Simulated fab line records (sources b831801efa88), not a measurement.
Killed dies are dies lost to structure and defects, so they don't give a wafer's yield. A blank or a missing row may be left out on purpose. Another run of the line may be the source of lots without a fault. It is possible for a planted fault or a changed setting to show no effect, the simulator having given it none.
Struck lot and sound lot, side by side || flow sky130 || 36 out of 708 route steps
Sound: wafers L903.2, L903.3, L903.6. Wafers struck: L912.2, L912.3, L912.6. The cause is named last.
Order at every step that has rows: each side's tool, ch and its chambers, its first start. Under that, the readings that differ: sound wafers || struck wafers || difference of the means || sigmas: that difference in standard deviations of wafers without a fault.
alike: a reading whose means differ by less than 2 such deviations, as well as words and numbers matching on both sides. not compared: withheld readings; readings where some wafer has no value; bounds like >300 that might hide an equal value; numbers whose values overlap and for which the record gives no deviation.
The two part at a step that has a row with sigmas, a row that says differs or no value, or rows on one side only. When numbers do not overlap yet have no deviation, they are printed without sigmas and do not part them. A reading missing from all wafers of one side parts the sides only when that side holds two or more wafers.

first, 7 steps without rows for these wafers: SKY_SONOS_TUNNEL_DEVELOP_06 (develop time 60 s); SKY_SONOS_TUNNEL_IMPLANT_09; SKY_SONOS_TUNNEL_WET_ETCH_10 (etches SiO2 in dHF, target depth 14 nm, time 280 s); SKY_SONOS_TUNNEL_STRIP_11 (strips in SPM, time 600 s); SKY_SONOS_TUNNEL_CLEAN_13 (cleans in dHF, time 20 s); SKY_SONOS_ONO_OXIDATION_00 (stabilise 600 s, purge 300 s, target thk 2.6 nm); SKY_SONOS_ONO_CVD_02 (deposits Si3N4 from DCS/NH3, target thk 10.5 nm, time 180 s).
SKY_SONOS_ONO_CVD_04: deposits SiO2 from SiH4/N2O, target thk 5.7199 nm.
  sound on lpcvd-03 ch 0, day 15 06:32; struck on lpcvd-03 ch 0, day 18 05:37
{"reading": "model.SiO2_of_SONOS_ONO_CVD_04.thk nm (nm)", "sound": "5.696 5.763 5.675", "struck": "4.688 4.812 4.708", "difference": -0.975, "sigmas": ""}
  alike: zone power centre pct, zone power upper pct
SKY_SONOS_ONO_THK_MEAS_05:
  sound on film metro-01 at day 15 07:48; struck on film metro-04 at day 18 06:53
{"reading": "SONOS_ONO_CVD_04_THK (nm)", "sound": "5.70 5.75 5.76", "struck": "4.67 4.79 4.72", "difference": -1.01, "sigmas": -10}
then, 23 steps without rows for these wafers: SKY_SONOS_ONO_DEHYDRATE_06 (time 60 s); SKY_SONOS_ONO_HMDS_07 (prime time 60 s); SKY_SONOS_ONO_COAT_08 (resist thk 1140 nm); SKY_SONOS_ONO_SOFTBAKE_09 (time 60 s); SKY_SONOS_ONO_EXPOSE_10 (exposes mask ONOM, target cd 410 nm); SKY_SONOS_ONO_PEB_11; SKY_SONOS_ONO_DEVELOP_12 (develop time 60 s); SKY_SONOS_ONO_ETCH_15 (etches the open film in CHF3/O2, target depth 19.52 nm, time 7.8 s); SKY_SONOS_ONO_WET_ETCH_16 (etches SiO2 in dHF, target depth 14 nm, time 280 s); SKY_SONOS_ONO_STRIP_17 (strips in O2/N2); SKY_SONOS_ONO_WET_ETCH_18 (etches Si3N4 in H3PO4, target depth 15 nm, time 172 s); SKY_GATE_OXIDE_CLEAN_00 (cleans in SC1/SC2, time 150 s); SKY_GATE_OXIDE_OXIDATION_01 (stabilise 600 s, purge 300 s, target thk 10.268 nm); SKY_GATE_OXIDE_DEHYDRATE_03 (time 60 s); SKY_GATE_OXIDE_HMDS_04 (prime time 60 s); SKY_GATE_OXIDE_COAT_05 (resist thk 1140 nm); SKY_GATE_OXIDE_SOFTBAKE_06 (time 60 s); SKY_GATE_OXIDE_EXPOSE_07 (exposes mask LVOM, target cd 600 nm); SKY_GATE_OXIDE_PEB_08; SKY_GATE_OXIDE_DEVELOP_09 (develop time 60 s); SKY_GATE_OXIDE_IMPLANT_11; SKY_GATE_OXIDE_WET_ETCH_12 (etches SiO2 in dHF, target depth 16.8 nm, time 336 s); SKY_GATE_OXIDE_STRIP_13 (strips in O2/N2).
-- the record jumps here: 3 days lie between the struck wafers' starts before and after --
SKY_GATE_OXIDE_CLEAN_15: cleans in SC1/SC2, time 150 s.
  sound on wet bench-01 ch 3, day 17 20:22; struck on wet bench-03 ch 0, day 20 21:13
{"reading": "model.SiO2_of_SONOS_ONO_CVD_04.thk nm (nm)", "sound": "4.179 4.253 4.162", "struck": "3.178 3.304 3.201", "difference": -0.970, "sigmas": ""}
  alike: bath guard temp C
-- the record jumps here: 21 days lie between the struck wafers' starts before and after (it left off in module GATE_OXIDE and takes up again in module METAL2, whose first step shown is number 500 of the route) --
SKY_METAL2_DESCUM_17: chemistry O2, time 8 s.
  sound on rie metal-03 ch 1, day 38 22:05; struck on rie metal-01 ch 1, day 41 10:38
{"reading": "oes product au (a.u.)", "sound": "1.007 0.995 0.996", "struck": "1.021 1.007 1.026", "difference": "+0.019", "sigmas": "+2"}
  alike: drypump motor current A
  not compared: rf hours counter h, model.METAL2.cd nm
SKY_METAL2_METAL_ETCH_19: etches the open film in Cl2/BCl3, stops on SiO2, target depth 360 nm, time 78 s.
  sound on rie metal-03 ch 1, day 38 22:11; struck on rie metal-01 ch 1, day 41 10:44
  alike: bias w, drypump motor current A, oes product au, throttle valve pct
  not compared: rf hours counter h, model.METAL2.cd nm
-- the record jumps here: 9 days lie between the struck wafers' starts before and after (it left off in module METAL2 and takes up again in module PAD_OPEN, whose first step shown is number 708 of the route) --
SKY_PAD_OPEN_PROBE_99:
  sound on prober-01 at day 48 19:37; struck on prober-02 at day 50 16:43
{"reading": "killed at contacts", "sound": "28 25 30", "struck": "20 15 14", "difference": -11, "sigmas": -2}
{"reading": "model.etest.sonos erased.drive ua um", "sound": "187 177.8 203.3", "struck": "238.6 262.3 209.3", "difference": "+47.4", "sigmas": ""}
{"reading": "model.etest.sonos uncharged.r on ohm um", "sound": "814.4 833.3 815.3", "struck": "777.9 770.1 798.4", "difference": -38.9, "sigmas": ""}
{"reading": "model.etest.cap ono.gate log10 a cm2", "sound": "-7.956 -8.044 -7.963", "struck": "-6.619 -6.602 -6.677", "difference": "+1.355", "sigmas": ""}
{"reading": "model.etest.cap ono.gate bv v (V)", "sound": "16.28 16.03 16.34", "struck": "15.19 15.2 15.27", "difference": -1.00, "sigmas": ""}
{"reading": "model.etest.cap ono.tox acc nm (nm)", "sound": "12.9 12.94 12.98", "struck": "11.79 11.91 11.87", "difference": -1.08, "sigmas": ""}
{"reading": "model.etest.sonos programmed.vt v (V)", "sound": "1.496 1.498 1.509", "struck": "1.892 1.888 1.9", "difference": "+0.392", "sigmas": ""}
{"reading": "model.etest.sonos baked.vt v (V)", "sound": "0.9679 0.9577 0.9921", "struck": "1.241 1.201 1.255", "difference": "+0.260", "sigmas": ""}
  alike: killed_at_M0_to_M3, killed_at_M4_up, killed at front end, killed at other, killed dies, killed on rim, killed open, killed short
  not compared: model.etest.met2.width nm

== WHERE THEY PART ==
Earliest at SKY_SONOS_ONO_THK_MEAS_05; latest, in this record, at SKY_PAD_OPEN_PROBE_99.

WHY: the cause the simulator had injected
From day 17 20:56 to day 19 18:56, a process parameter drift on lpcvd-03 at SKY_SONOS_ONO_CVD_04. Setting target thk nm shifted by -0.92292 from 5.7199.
